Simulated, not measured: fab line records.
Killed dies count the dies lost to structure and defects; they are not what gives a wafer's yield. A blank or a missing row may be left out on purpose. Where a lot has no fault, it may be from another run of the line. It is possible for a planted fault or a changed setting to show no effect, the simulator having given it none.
Comparing a struck lot with a sound one ; flow sky130 ; 16 out of 708 route steps
Sound: wafers L708.2, L708.3, L708.5. Wafers L707.3, L707.4, L707.6 were the ones struck. The cause comes at the end.
Per side, at each step with rows, come the tool, then ch with its chambers, and then its first start. Under that, the readings that differ: sound wafers ; struck wafers ; difference of the means ; sigmas: that difference in standard deviations of wafers without a fault.
alike: words and numbers the same on both sides, and readings whose means are apart by under 2 such deviations; not compared: readings that were withheld, readings missing a value for some wafer, numbers with overlapping values and no deviation given by the record, and bounds like >300 which may hide the same value.
The two part at a step that has a row with sigmas, a row that says differs or no value, or rows on one side only. Numbers that have no deviation but don't overlap get no sigmas and don't part them. A reading that every wafer of one side lacks parts them only if that side has two wafers or more.

first, 8 steps without rows for these wafers: SKY_METAL1_DEHYDRATE_07 (time 60 s); SKY_METAL1_HMDS_08 (prime time 60 s); SKY_METAL1_COAT_09 (resist thk 60 nm); SKY_METAL1_COAT_10 (resist thk 450 nm); SKY_METAL1_SOFTBAKE_11 (time 90 s); SKY_METAL1_EXPOSE_12 (exposes mask MM1, target cd 140 nm); SKY_METAL1_PEB_13; SKY_METAL1_DEVELOP_14 (develop time 60 s).
SKY_METAL1_CD_MEAS_15 targets a cd of 140 nm.
  sound on cd-sem-01, day 37 12:08; struck on cd-sem-02, day 37 03:16
reading;sound;struck;difference;sigmas
cd-nm (nm);138.9 138.7 138.7;143.9 144.7 144.5;+5.6;+4
SKY_METAL1_OVL_MEAS_16:
  sound on overlay-02, day 37 12:15; struck on overlay-02, day 37 03:22
  alike: METAL1_OVL
SKY_METAL1_DESCUM_17: chemistry O2, time 8 s.
  sound on rie-metal-04 ch 0,1, day 37 12:17; struck on rie-metal-03 ch 0, day 37 03:24
  alike: drypump-motor-current-A, oes-product-au, temp-c
  not compared: rf-hours-counter-h
SKY_METAL1_ETCH_18: etches BARC in N2/H2, stops on SiO2, time 45.9 s, target depth 60 nm.
  sound on rie-metal-04 ch 0,1, day 37 12:19; struck on rie-metal-03 ch 0, day 37 03:29
  alike: drypump-motor-current-A, oes-product-au, throttle-valve-pct
  not compared: rf-hours-counter-h
SKY_METAL1_METAL_ETCH_19: etches the open film in Cl2/BCl3, stops on SiO2, target depth 360 nm, time 78 s.
  sound on rie-metal-04 ch 0,1, day 37 12:22; struck on rie-metal-03 ch 0, day 37 03:38
reading;sound;struck;difference;sigmas
model.KrF-thick_of_METAL1_COAT_10.thk-nm (nm);166.8 159 164.2;70.57 72.09 74.75;-90.86;
model.METAL1.cd-nm (nm);136.4 135.4 136.7;132.1 133.7 133.6;-3.0;
model.SiO2_of_CONTACT_HDPCVD_02.thk-nm (nm);326.6 327.5 325.2;319.9 322.1 318.7;-6.2;
  alike: drypump-motor-current-A, mfc-cl2-sccm, oes-product-au, throttle-valve-pct
  not compared: rf-hours-counter-h
SKY_METAL1_STRIP_20: strips in O2/N2.
  sound on plasma-asher-02 ch 1, day 37 12:28; struck on plasma-asher-04 ch 0,1, day 37 03:47
reading;sound;struck;difference;sigmas
oes-product-au (a.u.);0.352 0.340 0.346;0.298 0.298 0.305;-0.046;-9
strip-time-to-endpoint-s (s);2.79 2.70 2.74;1.71 1.74 1.75;-1.01;-19
  alike: drypump-motor-current-A, o2-flow-sccm
  not compared: rf-hours-counter-h
then, 1 step without rows for these wafers: SKY_METAL1_STRIP_21 (strips in post etch residue remover, time 1200 s).
-- the record jumps here: 12 days lie between the struck wafers' starts before and after (it left off in module METAL1 and takes up again in module PAD_OPEN, whose first step shown is number 708 of the route) --
SKY_PAD_OPEN_PROBE_99:
  sound on prober-02, day 49 10:29; struck on prober-02, day 49 01:50
  alike: defect-limited-yield, killed_at_M0_to_M3, killed_at_M4_up, killed-at-contacts, killed-at-front-end, killed-at-other, killed-dies, killed-open, killed-short, sort_bin_3_pad_short, sort_bin_5_function, sort_bin_6_memory, sort-n-pass, sort-yield-pct
  not compared: model.etest.met1.width-nm, model.etest.met1.line-ohm-um

== WHERE THEY PART ==
At SKY_METAL1_CD_MEAS_15 first; at SKY_METAL1_STRIP_20 last (within this record only). Later steps at which nothing parts them and some readings are alike: SKY_PAD_OPEN_PROBE_99.

WHY: what had been put in by the simulator
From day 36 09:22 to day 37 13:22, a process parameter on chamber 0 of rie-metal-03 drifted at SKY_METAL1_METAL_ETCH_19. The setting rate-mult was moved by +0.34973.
